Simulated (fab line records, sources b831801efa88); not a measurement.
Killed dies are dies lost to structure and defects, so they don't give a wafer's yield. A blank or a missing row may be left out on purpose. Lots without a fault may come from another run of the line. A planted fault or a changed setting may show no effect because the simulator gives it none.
Which tool did it? | flow gf180mcu | 11 lots, 33 wafers sampled, at 3 steps of a route of 602

WHAT THE GAUGES READ, wafer by wafer
GF_POLY_GATE_THK_MEAS_01. Usual: POLY_GATE_CVD_00_THK 199.9 nm, standard deviation 2.
lot  | measured     | on            | POLY_GATE_CVD_00_THK (nm) | flag
L408 | day 9 07:56  | film_metro-02 | 199.1 198.7 199.3         |
L409 | day 9 10:48  | film_metro-01 | 200.9 200.9 202.8         |
L412 | day 10 11:02 | film_metro-01 | 199.6 201.0 200.6         |
L414 | day 11 06:16 | film_metro-04 | 203.8 202.2 204.1         |
L415 | day 11 10:44 | film_metro-04 | 198.6 197.6 197.1         |
L416 | day 11 17:19 | film_metro-04 | 197.8 196.5 197.5         |
L421 | day 13 04:10 | film_metro-04 | 144.1 145.1 144.6         | OFF
L422 | day 13 08:46 | film_metro-04 | 141.8 143.9 142.4         | OFF
L425 | day 14 07:48 | film_metro-01 | 200.7 199.1 199.9         |
L426 | day 14 11:20 | film_metro-02 | 197.3 200.4 199.8         |
L428 | day 15 04:18 | film_metro-02 | 199.8 201.3 199.4         |

WHICH TOOL RAN EACH LOT (tool, then ch and the chambers of the sampled wafers, then the start)
lot  | GF_NWELL_STRIP_10                   | GF_POLY_GATE_CVD_00
L408 | plasma_asher-03 ch 0,1, day 4 01:22 | lpcvd-01 ch 1, day 9 06:35
L409 | plasma_asher-03 ch 0,1, day 4 04:22 | lpcvd-02 ch 0, day 9 09:27
L412 | plasma_asher-01 ch 0,1, day 4 20:52 | lpcvd-01 ch 1, day 10 09:41
L414 | plasma_asher-01 ch 0,1, day 5 10:07 | lpcvd-02 ch 1, day 11 04:16
L415 | plasma_asher-03 ch 0,1, day 5 14:24 | lpcvd-01 ch 0, day 11 09:22
L416 | plasma_asher-04 ch 0,1, day 5 20:55 | lpcvd-01 ch 0, day 11 15:58
L421 | plasma_asher-01 ch 0,1, day 6 22:17 | lpcvd-01 ch 1, day 13 02:49
L422 | plasma_asher-01 ch 0,1, day 7 03:28 | lpcvd-01 ch 1, day 13 07:26
L425 | plasma_asher-04 ch 0,1, day 7 20:51 | lpcvd-02 ch 1, day 14 06:27
L426 | plasma_asher-03 ch 0,1, day 8 01:07 | lpcvd-02 ch 1, day 14 10:00
L428 | plasma_asher-04 ch 0,1, day 8 11:25 | lpcvd-02 ch 1, day 15 02:58
- GF_NWELL_STRIP_10: strips in O2/N2.
- GF_POLY_GATE_CVD_00: deposits poly-Si, target thk 200 nm, time 1200 s.

WHAT THE TOOLS THEMSELVES READ (means of the sampled wafers that have a number; where no wafer has one, the mark that the record gives instead)
GF_NWELL_STRIP_10. Usual: drypump_motor_current_A 5.9 A, standard deviation 0.55; heater_power_w 349 W, standard deviation 28; oes_product_au 0.722 a.u., standard deviation 0.0054; strip_time_to_endpoint_s 36.99 s, standard deviation 0.11.
lot  | tool            | drypump_motor_current_A (A) | heater_power_w (W) | oes_product_au (a.u.) | strip_time_to_endpoint_s (s) | flag
L408 | plasma_asher-03 | 6.4                         | 357                | 0.722                 | 37.06                        |
L409 | plasma_asher-03 | 6.6                         | 366                | 0.725                 | 37.01                        |
L412 | plasma_asher-01 | 5.3                         | 354                | 0.716                 | 37.01                        |
L414 | plasma_asher-01 | 5.3                         | 349                | 0.722                 | 37.07                        |
L415 | plasma_asher-03 | 6.4                         | 363                | 0.724                 | 37.00                        |
L416 | plasma_asher-04 | 5.5                         | 315                | 0.720                 | 37.02                        |
L421 | plasma_asher-01 | 5.3                         | 357                | 0.721                 | 36.87                        |
L422 | plasma_asher-01 | 5.4                         | 339                | 0.726                 | 37.10                        |
L425 | plasma_asher-04 | 5.5                         | 317                | 0.716                 | 37.00                        |
L426 | plasma_asher-03 | 6.6                         | 368                | 0.721                 | 36.97                        |
L428 | plasma_asher-04 | 5.8                         | 345                | 0.727                 | 37.12                        |

GF_POLY_GATE_CVD_00. Usual: spike_tc_bottom_C 642.7 C, standard deviation 2; spike_tc_top_C 640.8 C, standard deviation 2.6; zone_power_centre_pct 9.4 %, standard deviation 0.79; zone_power_upper_pct 8.4 %, standard deviation 1.2.
lot  | tool     | spike_tc_bottom_C (C) | spike_tc_top_C (C) | zone_power_centre_pct (%) | zone_power_upper_pct (%) | flag
L408 | lpcvd-01 | 644.2                 | 638.4              | 8.4                       | 7.0                      |
L409 | lpcvd-02 | 642.0                 | 641.2              | 10.5                      | 8.3                      |
L412 | lpcvd-01 | 645.3                 | 637.4              | 8.4                       | 6.9                      |
L414 | lpcvd-02 | 642.4                 | 644.4              | 9.5                       | 8.8                      |
L415 | lpcvd-01 | 639.5                 | 638.6              | 9.0                       | 10.6                     |
L416 | lpcvd-01 | 640.3                 | 639.3              | 9.0                       | 10.6                     |
L421 | lpcvd-01 | 645.7                 | 638.7              | 8.5                       | 6.9                      |
L422 | lpcvd-01 | 645.7                 | 638.4              | 8.4                       | 6.8                      |
L425 | lpcvd-02 | 643.2                 | 643.2              | 9.4                       | 8.9                      |
L426 | lpcvd-02 | 642.1                 | 644.4              | 9.6                       | 8.9                      |
L428 | lpcvd-02 | 641.8                 | 643.9              | 9.6                       | 8.8                      |

THE ANSWER, worked out from the rows above alone
Rule: a lot is off if the mean of its wafers that have a number lies more than 3 standard deviations from the usual mean. A lot without any number at a reading at which 4 lots or more have one is off too. The other lots that the step has rows for count as sound. The gauges are gone through in route order, then the tools' own readings, and for those a lot's mean is taken as printed above. The first step at which some lot is off is used, and at that step the reading that is off furthest; a lot without a number counts as furthest.
Off: L421, L422, at GF_POLY_GATE_THK_MEAS_01 (POLY_GATE_CVD_00_THK).
A tool fits if, at a process step before that reading, it ran every lot that is off, and no sound lot after the first of them. The gauges at GF_POLY_GATE_THK_MEAS_01 are tried like those tools. Can't be told from this: 3 tools fit, plasma_asher-01 at GF_NWELL_STRIP_10, lpcvd-01 at GF_POLY_GATE_CVD_00, film_metro-04 at GF_POLY_GATE_THK_MEAS_01.

WHAT THE SIMULATOR HAD PUT IN
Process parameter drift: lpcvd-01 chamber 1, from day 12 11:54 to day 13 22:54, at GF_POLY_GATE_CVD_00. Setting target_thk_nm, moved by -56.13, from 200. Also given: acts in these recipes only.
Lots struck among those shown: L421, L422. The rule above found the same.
